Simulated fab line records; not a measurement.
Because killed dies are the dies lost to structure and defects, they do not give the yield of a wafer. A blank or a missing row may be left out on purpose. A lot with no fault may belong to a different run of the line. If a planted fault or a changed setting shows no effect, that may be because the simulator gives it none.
Which tool was responsible? | flow gf180mcu | 14 lots with 42 wafers sampled at 4 steps, on a route of 602 steps

== WHAT THE GAUGES READ, wafer by wafer ==
GF_STI_BOW_MEAS_00.
lot  | measured    | on            | INCOMING_BOW (um)
L247 | day 1 10:00 | film_metro-03 | 12 -3 2
L249 | day 1 20:01 | film_metro-03 | -12 0 -6
L250 | day 2 01:00 | film_metro-03 | 14 -8 11
L251 | day 2 06:00 | film_metro-04 | -6 -1 1
L252 | day 2 11:00 | film_metro-04 | -5 -3 -3
L253 | day 2 16:01 | film_metro-02 | -8 8 -5
L254 | day 2 21:00 | film_metro-02 | -4 -6 -5
L255 | day 3 02:01 | film_metro-02 | 2 -1 3
L256 | day 3 07:01 | film_metro-03 | 5 9 15
L257 | day 3 12:00 | film_metro-03 | 1 -7 1
L264 | day 4 23:01 | film_metro-03 | 1 0 11
L266 | day 5 09:00 | film_metro-02 | 1 5 -7
L268 | day 5 19:00 | film_metro-04 | 0 -9 6
L270 | day 6 05:01 | film_metro-03 | 7 4 10

GF_VT_IMPLANT_OVL_MEAS_40.
lot  | measured     | on         | VT_IMPLANT_03_OVL (nm)
L247 | day 7 12:34  | overlay-01 | -1.8 -0.1 0.5
L249 | day 8 01:46  | overlay-01 | 0.1 -1.3 -1.2
L250 | day 8 10:46  | overlay-02 | -0.9 0.3 1.2
L251 | day 8 17:37  | overlay-01 | 1.7 0.9 0.9
L252 | day 9 00:01  | overlay-01 | -1.0 0.8 0.3
L253 | day 9 08:53  | overlay-01 | -2.7 -1.2 -2.5
L254 | day 9 13:31  | overlay-01 | 0.8 -0.7 -0.7
L255 | day 9 17:16  | overlay-01 | 0.7 1.0 -1.2
L256 | day 9 22:38  | overlay-01 | -3.1 -0.9 -1.2
L257 | day 10 05:22 | overlay-02 | 3.4 2.3 1.3
L264 | day 12 05:37 | overlay-01 | - - -0.1
L266 | day 12 22:34 | overlay-01 | -0.2 - 1.1
L268 | day 13 09:04 | overlay-02 | 1.2 1.3 0.8
L270 | day 14 08:13 | overlay-02 | 0.3 0.2 -1.6

GF_VT_IMPLANT_TW_MEAS_43.
lot  | measured     | on            | VT_IMPLANT_4_TW
L247 | day 7 12:51  | film_metro-03 | 686 688 687
L249 | day 8 02:04  | film_metro-01 | 689 691 691
L250 | day 8 11:02  | film_metro-04 | 697 697 697
L251 | day 8 17:54  | film_metro-03 | 685 684 686
L252 | day 9 00:18  | film_metro-03 | 682 682 679
L253 | day 9 09:10  | film_metro-01 | 690 692 693
L254 | day 9 13:47  | film_metro-04 | 688 691 691
L255 | day 9 17:33  | film_metro-03 | 682 676 682
L256 | day 9 22:55  | film_metro-04 | 691 690 690
L257 | day 10 05:38 | film_metro-03 | 684 687 684
L264 | day 12 05:54 | film_metro-03 | 30 30 686
L266 | day 12 22:50 | film_metro-03 | 683 30 683
L268 | day 13 09:22 | film_metro-04 | 699 696 694
L270 | day 14 08:31 | film_metro-01 | 693 696 693

== TOOL THAT RAN EACH LOT (tool first, then ch and the chambers of the sampled wafers, then the start) ==
lot  | GF_VT_IMPLANT_DEVELOP_39
L247 | litho_track-01 ch 0, day 7 12:25
L249 | litho_track-01 ch 0, day 8 01:38
L250 | litho_track-03 ch 0, day 8 10:37
L251 | litho_track-01 ch 0, day 8 17:28
L252 | litho_track-01 ch 0, day 8 23:52
L253 | litho_track-04 ch 0, day 9 08:45
L254 | litho_track-03 ch 0, day 9 13:22
L255 | litho_track-03 ch 0, day 9 17:08
L256 | litho_track-04 ch 0, day 9 22:30
L257 | litho_track-03 ch 0, day 10 05:13
L264 | litho_track-03 ch 0, day 12 05:29
L266 | litho_track-03 ch 0, day 12 22:25
L268 | litho_track-04 ch 0, day 13 08:55
L270 | litho_track-01 ch 0, day 14 08:05
- GF_VT_IMPLANT_DEVELOP_39: develop time 60 s.

== WHAT THE TOOLS THEMSELVES READ (means of the sampled wafers that have a number; where no wafer has one, the mark that the record gives instead) ==
The record holds no such reading with a usual standard deviation.

== THE ANSWER, worked out from the rows above alone ==
Rule: the lots themselves supply what counts as usual. Put in order of their means at a reading, lots are off if they are a third of the lots or fewer, leave a main group of 4 or more, and stand apart from it by a gap of 3 or more times the standard deviation of the main group's means; of several such gaps the widest counts. A main group is skipped when, at the precision printed for the reading in the tables above, its means are all equal. A lot without any number at a reading at which 4 lots or more have one is off too. Any other lot the step has rows for is counted as sound. The gauges are gone through in route order, then the tools' own readings, and for those a lot's mean is taken as printed above. The first step at which some lot is off is used, and at that step the reading that is off furthest; a lot without a number counts as furthest.
Off: L264, L266, at GF_VT_IMPLANT_TW_MEAS_43 (VT_IMPLANT_4_TW). The main group: mean 689, standard deviation 5.3.
If a tool, at a process step before that reading, ran all the lots that are off and no sound lot after the first of them, it fits. Those tools and the gauges at GF_VT_IMPLANT_TW_MEAS_43 are tried in the same way. Undecided on this evidence; 2 tools fit (litho_track-03 at GF_VT_IMPLANT_DEVELOP_39, film_metro-03 at GF_VT_IMPLANT_TW_MEAS_43).

== WHAT WAS PUT IN BY THE SIMULATOR ==
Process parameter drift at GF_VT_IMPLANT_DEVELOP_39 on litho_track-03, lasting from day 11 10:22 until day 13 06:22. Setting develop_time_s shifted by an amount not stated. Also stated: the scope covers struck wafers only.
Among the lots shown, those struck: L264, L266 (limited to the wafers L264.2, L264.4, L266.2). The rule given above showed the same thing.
